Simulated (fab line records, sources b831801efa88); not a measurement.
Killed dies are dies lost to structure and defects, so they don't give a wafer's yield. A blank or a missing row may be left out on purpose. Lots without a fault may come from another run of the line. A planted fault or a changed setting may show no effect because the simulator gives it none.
Which tool did it? | flow sfq_line | 14 lots, 42 wafers sampled, at 1 step of a route of 325

WHAT THE GAUGES READ, wafer by wafer
SFQ_I4_BOW_MEAS_927. Usual: I4_BOW 4 um, standard deviation 7.5.
lot  | measured     | on            | I4_BOW (um) | flag
L468 | day 49 06:32 | film_metro-01 | -9 0 -1     |
L469 | day 50 11:27 | film_metro-02 | 11 6 6      |
L471 | day 50 15:32 | film_metro-04 | 5 9 10      |
L473 | day 55 04:31 | film_metro-02 | -3 9 17     |
L474 | day 55 07:07 | film_metro-04 | 8 -3 -1     |
L475 | day 55 13:07 | film_metro-02 | 15 5 10     |
L476 | day 55 16:07 | film_metro-04 | 1 3 3       |
L477 | day 55 19:10 | film_metro-02 | 6 -1 6      |
L480 | day 56 02:31 | film_metro-04 | -5 0 5      |
L481 | day 56 04:07 | film_metro-02 | 12 13 12    |
L483 | day 56 14:28 | film_metro-04 | 10 -14 -5   |
L485 | day 56 20:29 | film_metro-04 | 14 9 0      |
L490 | day 60 15:14 | film_metro-02 | 8 -12 3     |
L491 | day 64 11:13 | film_metro-01 | 1 12 -3     |

WHICH TOOL RAN EACH LOT (tool, then ch and the chambers of the sampled wafers, then the start)
The record holds no process step before these readings.

WHAT THE TOOLS THEMSELVES READ (means of the sampled wafers that have a number; where no wafer has one, the mark that the record gives instead)
The record holds no such reading with a usual standard deviation.

THE ANSWER, worked out from the rows above alone
Rule: a lot is off if the mean of its wafers that have a number lies more than 3 standard deviations from the usual mean. A lot without any number at a reading at which 4 lots or more have one is off too. The other lots that the step has rows for count as sound. The gauges are gone through in route order, then the tools' own readings, and for those a lot's mean is taken as printed above. The first step at which some lot is off is used, and at that step the reading that is off furthest; a lot without a number counts as furthest.
No lot is off at any reading shown: from this, nothing can be told.

WHAT THE SIMULATOR HAD PUT IN
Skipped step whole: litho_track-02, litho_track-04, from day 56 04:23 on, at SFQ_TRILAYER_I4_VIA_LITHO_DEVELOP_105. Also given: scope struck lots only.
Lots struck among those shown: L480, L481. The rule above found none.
